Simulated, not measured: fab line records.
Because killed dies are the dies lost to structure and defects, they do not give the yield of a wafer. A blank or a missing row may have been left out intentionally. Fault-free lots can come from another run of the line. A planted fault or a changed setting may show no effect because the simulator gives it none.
Which tool was responsible? / flow gf180mcu / 13 lots, 39 wafers sampled, at 5 steps of a route of 602

== WHAT THE GAUGES SHOWED, per wafer ==
GF_CONTACT_THK_MEAS_03.
lot=L491; measured=day 15 02:29; on=filmMetro-04; CONTACT_CVD_02_THK (nm)=837 862 870
lot=L492; measured=day 15 12:43; on=filmMetro-03; CONTACT_CVD_02_THK (nm)=860 845 872
lot=L493; measured=day 15 18:01; on=filmMetro-03; CONTACT_CVD_02_THK (nm)=853 879 883
lot=L496; measured=day 16 22:45; on=filmMetro-04; CONTACT_CVD_02_THK (nm)=864 862 872
lot=L502; measured=day 19 05:19; on=filmMetro-03; CONTACT_CVD_02_THK (nm)=862 846 878
lot=L503; measured=day 19 10:15; on=filmMetro-02; CONTACT_CVD_02_THK (nm)=853 859 881
lot=L506; measured=day 20 12:17; on=filmMetro-03; CONTACT_CVD_02_THK (nm)=847 876 859
lot=L507; measured=day 20 17:04; on=filmMetro-03; CONTACT_CVD_02_THK (nm)=864 844 867
lot=L509; measured=day 21 15:04; on=filmMetro-02; CONTACT_CVD_02_THK (nm)=853 861 880
lot=L510; measured=day 21 20:44; on=filmMetro-02; CONTACT_CVD_02_THK (nm)=851 871 856
lot=L512; measured=day 22 18:04; on=filmMetro-03; CONTACT_CVD_02_THK (nm)=842 851 857
lot=L511; measured=day 22 20:09; on=filmMetro-03; CONTACT_CVD_02_THK (nm)=855 867 859
lot=L514; measured=day 23 05:42; on=filmMetro-03; CONTACT_CVD_02_THK (nm)=847 872 867

GF_CONTACT_CD_MEAS_14: target cd 220 nm.
lot=L491; measured=day 15 23:32; on=cdSem-02; cdNm (nm)=219.3 219.2 218.3
lot=L492; measured=day 16 09:07; on=cdSem-01; cdNm (nm)=220.5 219.9 220.0
lot=L493; measured=day 16 16:08; on=cdSem-01; cdNm (nm)=222.1 222.5 221.7
lot=L496; measured=day 17 21:55; on=cdSem-02; cdNm (nm)=221.4 220.8 220.1
lot=L502; measured=day 20 06:29; on=cdSem-01; cdNm (nm)=219.8 219.6 221.4
lot=L503; measured=day 20 10:46; on=cdSem-01; cdNm (nm)=221.1 219.8 219.3
lot=L506; measured=day 21 12:01; on=cdSem-01; cdNm (nm)=219.3 218.7 218.4
lot=L507; measured=day 21 17:19; on=cdSem-02; cdNm (nm)=219.2 218.3 219.6
lot=L509; measured=day 22 15:01; on=cdSem-02; cdNm (nm)=218.9 219.6 218.5
lot=L510; measured=day 22 20:31; on=cdSem-02; cdNm (nm)=220.1 221.6 220.0
lot=L512; measured=day 23 16:49; on=cdSem-01; cdNm (nm)=220.7 219.8 220.1
lot=L511; measured=day 23 19:13; on=cdSem-02; cdNm (nm)=223.0 222.8 223.5
lot=L514; measured=day 24 04:24; on=cdSem-01; cdNm (nm)=219.3 220.2 218.9

GF_M1_CD_MEAS_14: target cd 230 nm.
lot=L491; measured=day 17 00:08; on=cdSem-02; cdNm (nm)=229.5 228.6 229.9
lot=L492; measured=day 17 08:57; on=cdSem-01; cdNm (nm)=231.0 231.4 231.0
lot=L493; measured=day 17 16:37; on=cdSem-02; cdNm (nm)=230.0 230.8 230.5
lot=L496; measured=day 19 00:52; on=cdSem-01; cdNm (nm)=232.0 233.7 234.2
lot=L502; measured=day 21 07:56; on=cdSem-01; cdNm (nm)=220.3 219.9 220.5
lot=L503; measured=day 21 11:58; on=cdSem-02; cdNm (nm)=222.1 222.3 222.6
lot=L506; measured=day 22 12:42; on=cdSem-02; cdNm (nm)=229.4 228.2 230.0
lot=L507; measured=day 22 17:45; on=cdSem-01; cdNm (nm)=228.9 228.6 229.9
lot=L509; measured=day 23 15:01; on=cdSem-01; cdNm (nm)=229.5 229.2 229.2
lot=L510; measured=day 23 20:13; on=cdSem-02; cdNm (nm)=231.6 231.5 231.5
lot=L512; measured=day 24 16:33; on=cdSem-01; cdNm (nm)=230.1 229.4 228.8
lot=L511; measured=day 24 18:33; on=cdSem-01; cdNm (nm)=230.5 230.0 229.5
lot=L514; measured=day 25 03:54; on=cdSem-01; cdNm (nm)=229.1 230.1 230.5

== EACH LOT AND THE TOOL THAT RAN IT (in order: tool; ch and the chambers of the sampled wafers; start) ==
lot=L491; GF_SALICIDE_RTA_06=rtpAnneal-01 ch 0, day 15 02:01; GF_M1_SOFTBAKE_10=lithoTrack-02 ch 0, day 16 12:11
lot=L492; GF_SALICIDE_RTA_06=rtpAnneal-01 ch 0, day 15 12:14; GF_M1_SOFTBAKE_10=lithoTrack-04 ch 0, day 16 22:01
lot=L493; GF_SALICIDE_RTA_06=rtpAnneal-01 ch 0, day 15 17:33; GF_M1_SOFTBAKE_10=lithoTrack-04 ch 0, day 17 04:26
lot=L496; GF_SALICIDE_RTA_06=rtpAnneal-02 ch 0, day 16 22:17; GF_M1_SOFTBAKE_10=lithoTrack-02 ch 0, day 18 12:55
lot=L502; GF_SALICIDE_RTA_06=rtpAnneal-01 ch 0, day 19 04:51; GF_M1_SOFTBAKE_10=lithoTrack-04 ch 0, day 20 20:14
lot=L503; GF_SALICIDE_RTA_06=rtpAnneal-02 ch 0, day 19 09:47; GF_M1_SOFTBAKE_10=lithoTrack-04 ch 0, day 21 00:43
lot=L506; GF_SALICIDE_RTA_06=rtpAnneal-01 ch 0, day 20 11:47; GF_M1_SOFTBAKE_10=lithoTrack-01 ch 0, day 22 01:45
lot=L507; GF_SALICIDE_RTA_06=rtpAnneal-02 ch 0, day 20 16:36; GF_M1_SOFTBAKE_10=lithoTrack-01 ch 0, day 22 06:27
lot=L509; GF_SALICIDE_RTA_06=rtpAnneal-02 ch 0, day 21 14:37; GF_M1_SOFTBAKE_10=lithoTrack-02 ch 0, day 23 03:46
lot=L510; GF_SALICIDE_RTA_06=rtpAnneal-02 ch 0, day 21 20:16; GF_M1_SOFTBAKE_10=lithoTrack-01 ch 0, day 23 08:39
lot=L512; GF_SALICIDE_RTA_06=rtpAnneal-02 ch 0, day 22 17:32; GF_M1_SOFTBAKE_10=lithoTrack-01 ch 0, day 24 05:00
lot=L511; GF_SALICIDE_RTA_06=rtpAnneal-02 ch 0, day 22 19:41; GF_M1_SOFTBAKE_10=lithoTrack-01 ch 0, day 24 07:15
lot=L514; GF_SALICIDE_RTA_06=rtpAnneal-02 ch 0, day 23 05:13; GF_M1_SOFTBAKE_10=lithoTrack-02 ch 0, day 24 17:22
- GF_SALICIDE_RTA_06: time 30 s.
- GF_M1_SOFTBAKE_10: time 60 s.

== AS READ BY THE TOOLS THEMSELVES (means over the sampled wafers that have a number; for cases with no such wafer, the mark the record gives instead) ==
GF_SALICIDE_RTA_06.
lot=L491; tool=rtpAnneal-01; lampPowerPct (%)=7.5; wafer_temp_C_max=533.5
lot=L492; tool=rtpAnneal-01; lampPowerPct (%)=7.5; wafer_temp_C_max=533.2
lot=L493; tool=rtpAnneal-01; lampPowerPct (%)=7.5; wafer_temp_C_max=533.9
lot=L496; tool=rtpAnneal-02; lampPowerPct (%)=6.2; wafer_temp_C_max=532.0
lot=L502; tool=rtpAnneal-01; lampPowerPct (%)=7.5; wafer_temp_C_max=534.1
lot=L503; tool=rtpAnneal-02; lampPowerPct (%)=6.2; wafer_temp_C_max=532.0
lot=L506; tool=rtpAnneal-01; lampPowerPct (%)=7.5; wafer_temp_C_max=533.8
lot=L507; tool=rtpAnneal-02; lampPowerPct (%)=6.2; wafer_temp_C_max=533.0
lot=L509; tool=rtpAnneal-02; lampPowerPct (%)=6.2; wafer_temp_C_max=532.2
lot=L510; tool=rtpAnneal-02; lampPowerPct (%)=6.2; wafer_temp_C_max=532.4
lot=L512; tool=rtpAnneal-02; lampPowerPct (%)=6.2; wafer_temp_C_max=532.5
lot=L511; tool=rtpAnneal-02; lampPowerPct (%)=6.2; wafer_temp_C_max=532.3
lot=L514; tool=rtpAnneal-02; lampPowerPct (%)=6.2; wafer_temp_C_max=532.3

GF_M1_SOFTBAKE_10.
lot=L491; tool=lithoTrack-02; heaterPowerTotalW (W)=93.06; plateTempC (C)=129.80
lot=L492; tool=lithoTrack-04; heaterPowerTotalW (W)=93.03; plateTempC (C)=129.83
lot=L493; tool=lithoTrack-04; heaterPowerTotalW (W)=93.07; plateTempC (C)=130.13
lot=L496; tool=lithoTrack-02; heaterPowerTotalW (W)=93.02; plateTempC (C)=129.99
lot=L502; tool=lithoTrack-04; heaterPowerTotalW (W)=96.01; plateTempC (C)=133.26
lot=L503; tool=lithoTrack-04; heaterPowerTotalW (W)=96.04; plateTempC (C)=133.37
lot=L506; tool=lithoTrack-01; heaterPowerTotalW (W)=93.05; plateTempC (C)=130.09
lot=L507; tool=lithoTrack-01; heaterPowerTotalW (W)=93.04; plateTempC (C)=129.94
lot=L509; tool=lithoTrack-02; heaterPowerTotalW (W)=93.06; plateTempC (C)=129.95
lot=L510; tool=lithoTrack-01; heaterPowerTotalW (W)=93.06; plateTempC (C)=129.89
lot=L512; tool=lithoTrack-01; heaterPowerTotalW (W)=93.04; plateTempC (C)=129.96
lot=L511; tool=lithoTrack-01; heaterPowerTotalW (W)=93.07; plateTempC (C)=129.97
lot=L514; tool=lithoTrack-02; heaterPowerTotalW (W)=93.04; plateTempC (C)=129.89

== THE ANSWER, worked out from the rows above alone ==
Rule: what is usual is taken from the lots themselves. The widest of any qualifying gaps counts: lots, ordered by their means at a reading, are off when they make up no more than a third of the lots, leave a main group of 4 or more, and stand apart from it by 3 or more times the standard deviation of that group's means. Not used: any main group whose means are identical at the precision the tables above print for the reading. Also off: a lot with no number at a reading for which 4 or more lots have one. The other lots that the step has rows for count as sound. After the gauges, taken in route order, come the tools' own readings; for these a lot's mean is taken, as printed above. At the first step where some lot is off, the reading lying furthest off is the one used; lots without a number count as furthest.
Off, at GF_M1_CD_MEAS_14 on cdNm: L502, L503. The main group has a mean of 230.2 nm with a standard deviation of 1.2.
A tool fits if, at a process step before that reading, it ran every lot that is off, and no sound lot after the first of them. Not tried: the gauges at GF_M1_CD_MEAS_14; whatever is off there is also off at GF_M1_SOFTBAKE_10, on other tools, and gauge error can't account for it. One candidate fits, namely lithoTrack-04 at GF_M1_SOFTBAKE_10. A fault onset in the window from L493 (day 17 04:26, its last sound lot) to L502 (day 20 20:14, its first lot off) fits.
The tool's own readings at GF_M1_SOFTBAKE_10 bear it out: on the lots that are off they differ by more than 5 times the standard deviation of the sound lots' means. heaterPowerTotalW reads 96.03 W there against 93.05 W on the sound lots; plateTempC reads 133.31 C there against 129.95 C on the sound lots.

== WHAT THE SIMULATOR HAD INSERTED ==
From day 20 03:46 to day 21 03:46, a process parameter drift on lithoTrack-04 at GF_M1_SOFTBAKE_10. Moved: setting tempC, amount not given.
Struck lots among those shown: L502, L503. Same finding as the rule above.
